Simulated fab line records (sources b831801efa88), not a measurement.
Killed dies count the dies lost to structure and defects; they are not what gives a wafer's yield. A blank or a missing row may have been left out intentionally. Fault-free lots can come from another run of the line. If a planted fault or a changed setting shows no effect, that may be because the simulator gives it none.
A lot that was struck, set against a sound lot	flow gf180mcu	43 steps out of a route of 602
Sound: the wafers L329.1, L329.3, L329.5. Struck: wafers L341.2, L341.3, L341.6. At the end, the cause is stated.
For every step that has rows: the tool of each side, followed by ch and its chambers, followed by its first start. Under that, the readings that differ: sound wafers	struck wafers	difference of the means	sigmas: that difference in standard deviations of wafers without a fault.
alike: same words and numbers on both sides, and readings whose means sit less than 2 such deviations apart. not compared: any withheld reading, any reading some wafer has no value for, any bound like >300 that may hide the same value, and any number with overlapping values for which the record gives no deviation.
A row with sigmas, a row that says differs or no value, or rows on one side alone: a step with any of these is where the two part. Numbers that don't overlap but have no deviation are shown without sigmas and don't part them. A reading that every wafer of one side lacks parts them only if that side has two wafers or more.

first, 3 steps without rows for these wafers: GF_STI_WET_ETCH_27 (etches Si3N4 in H3PO4, target depth 160 nm, time 1825 s); GF_STI_WET_ETCH_28 (etches SiO2 in dHF, target depth 20 nm, time 40 s); GF_STI_OXIDATION_29 (stabilise 600 s, purge 300 s, target thk 10 nm).
GF_STI_THK_MEAS_30:
  struck on filmMetro-03, day 4 20:16; sound on filmMetro-03, day 2 06:34
  alike: STI_OXIDATION_02_THK
then, 8 steps without rows for these wafers: GF_DNWELL_DEHYDRATE_00 (time 60 s); GF_DNWELL_HMDS_01 (prime time 60 s); GF_DNWELL_COAT_02 (resist thk 3000 nm); GF_DNWELL_SOFTBAKE_03; GF_DNWELL_EXPOSE_04 (exposes mask DNWELL, target cd 1700 nm); GF_DNWELL_PEB_05; GF_DNWELL_DEVELOP_06 (develop time 60 s); GF_DNWELL_IMPLANT_07.
GF_DNWELL_STRIP_08: strips in O2/N2.
  sound on plasmaAsher-04 ch 0,1, day 2 18:48; struck on plasmaAsher-04 ch 0, day 5 10:35
  alike: drypumpMotorCurrentA, heaterPowerW, o2FlowSccm, oesProductAu, stripTimeToEndpointS
  not compared: rfHoursCounterH
GF_DNWELL_TW_MEAS_09:
  struck on filmMetro-02, day 5 10:42; sound on filmMetro-04, day 2 18:54
  alike: DNWELL_TW
then, 7 steps without rows for these wafers: GF_NWELL_DEHYDRATE_00 (time 60 s); GF_NWELL_HMDS_01 (prime time 60 s); GF_NWELL_COAT_02 (resist thk 3000 nm); GF_NWELL_SOFTBAKE_03; GF_NWELL_EXPOSE_04 (exposes mask Nwell, target cd 860 nm); GF_NWELL_PEB_05; GF_NWELL_DEVELOP_06 (develop time 60 s).
GF_NWELL_OVL_MEAS_07:
  struck on overlay-02, day 6 01:26; sound on overlay-02, day 3 07:47
  alike: NWELL_OVL
then, 2 steps without rows for these wafers: GF_NWELL_IMPLANT_08; GF_NWELL_IMPLANT_09.
GF_NWELL_STRIP_10: strips in O2/N2.
  sound on plasmaAsher-02 ch 1, day 3 08:07; struck on plasmaAsher-04 ch 0,1, day 6 01:46
reading	sound	struck	difference	sigmas
o2FlowSccm (sccm)	2959 2978 2973	3013 3012 3008	+41	+4
  alike: drypumpMotorCurrentA, heaterPowerW, oesProductAu, stripTimeToEndpointS
  not compared: rfHoursCounterH
GF_NWELL_TW_MEAS_11:
  struck on filmMetro-03, day 6 01:52; sound on filmMetro-04, day 3 08:13
  alike: NWELL_TW
then, 7 steps without rows for these wafers: GF_LVPWELL_DEHYDRATE_00 (time 60 s); GF_LVPWELL_HMDS_01 (prime time 60 s); GF_LVPWELL_COAT_02 (resist thk 3000 nm); GF_LVPWELL_SOFTBAKE_03; GF_LVPWELL_EXPOSE_04 (exposes mask LVPWELL, target cd 600 nm); GF_LVPWELL_PEB_05; GF_LVPWELL_DEVELOP_06 (develop time 60 s).
GF_LVPWELL_OVL_MEAS_07:
  struck on overlay-01, day 6 17:02; sound on overlay-02, day 3 21:14
  alike: LVPWELL_OVL
then, 2 steps without rows for these wafers: GF_LVPWELL_IMPLANT_08; GF_LVPWELL_IMPLANT_09.
GF_LVPWELL_STRIP_10: strips in O2/N2.
  sound on plasmaAsher-02 ch 0, day 3 21:35; struck on plasmaAsher-04 ch 0,1, day 6 17:22
reading	sound	struck	difference	sigmas
stripTimeToEndpointS (s)	36.70 36.69 36.85	37.00 37.04 36.96	+0.25	+3
  alike: drypumpMotorCurrentA, heaterPowerW, o2FlowSccm, oesProductAu
  not compared: rfHoursCounterH
GF_LVPWELL_TW_MEAS_11:
  struck on filmMetro-02, day 6 17:29; sound on filmMetro-03, day 3 21:41
  alike: LVPWELL_TW
then, 4 steps without rows for these wafers: GF_MVSD_DEHYDRATE_00 (time 60 s); GF_MVSD_HMDS_01 (prime time 60 s); GF_MVSD_COAT_02 (resist thk 3000 nm); GF_MVSD_SOFTBAKE_03.
-- the record jumps here: 26 days lie between the struck wafers' starts before and after (it left off in module MVSD and takes up again in module PASSIVATION, whose first step shown is number 602 of the route) --
GF_PASSIVATION_PROBE_99:
  only the struck wafers here have rows in the record (prober-02, day 32 10:49); the sound ones have none

## WHERE THEY PART
First at GF_NWELL_STRIP_10; last, within this record, at GF_PASSIVATION_PROBE_99.

WHY: what had been put in by the simulator
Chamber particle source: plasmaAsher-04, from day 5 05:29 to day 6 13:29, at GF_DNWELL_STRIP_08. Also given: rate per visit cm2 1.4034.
